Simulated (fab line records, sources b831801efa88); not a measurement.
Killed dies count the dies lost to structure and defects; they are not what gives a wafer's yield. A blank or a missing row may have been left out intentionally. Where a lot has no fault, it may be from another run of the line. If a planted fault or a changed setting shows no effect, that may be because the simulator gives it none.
Chamber matching || flow gf180mcu || 3 sister chambers for GF_V5_CVD_02 on pecvd-02
The step deposits SiO2 from TEOS, target thk 1450 nm, time 163.28 s. 6 wafers are shown with their chamber, then 7 later ones without.

== WAFERS WITH THEIR CHAMBER ==
{"wafer": "L454.3", "chamber": 1, "heater power w (W)": 825}
{"wafer": "L457.2", "chamber": 0, "heater power w (W)": 583}
{"wafer": "L457.4", "chamber": 2, "heater power w (W)": 590}
{"wafer": "L457.6", "chamber": 1, "heater power w (W)": 845}
{"wafer": "L458.4", "chamber": 0, "heater power w (W)": 636}
{"wafer": "L458.5", "chamber": 2, "heater power w (W)": 715}

== WAFERS WITHOUT THEIR CHAMBER ==
{"wafer": "L458.6", "heater power w (W)": 834}
{"wafer": "L460.1", "heater power w (W)": 515}
{"wafer": "L460.3", "heater power w (W)": 784}
{"wafer": "L460.5", "heater power w (W)": 833}
{"wafer": "L462.3", "heater power w (W)": 875}
{"wafer": "L462.5", "heater power w (W)": 607}
{"wafer": "L462.6", "heater power w (W)": 698}

== CHAMBER TAKEN BY EACH ==
{"wafer": "L458.6", "from the rows above": 1, "in truth": 1}
{"wafer": "L460.1", "from the rows above": "can't be placed: 0 or 2", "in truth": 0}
{"wafer": "L460.3", "from the rows above": "can't be placed: 1 or 2", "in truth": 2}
{"wafer": "L460.5", "from the rows above": 1, "in truth": 1}
{"wafer": "L462.3", "from the rows above": 1, "in truth": 1}
{"wafer": "L462.5", "from the rows above": "can't be placed: 0 or 2", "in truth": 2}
{"wafer": "L462.6", "from the rows above": "can't be placed: 2 or 0 or 1", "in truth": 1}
Correctly placed: 3 of 7. Can't be placed from these rows: 4 (the true chamber is among the candidates in 4). 0 placed wrongly.
How it was worked out, from the rows above alone: a wafer's distance from a chamber is the root of the sum, over the readings, of the square of ((its reading less the chamber's mean) divided by the reading's scatter). The wafer belongs to the nearest chamber; if the next one is less than 2 further off, it can't be placed. Each chamber's mean is taken over the wafers shown for it. The scatter is the square root of a quotient: the sum, over the shown wafers, of each reading's squared deviation from its chamber's mean, divided by wafers minus chambers.
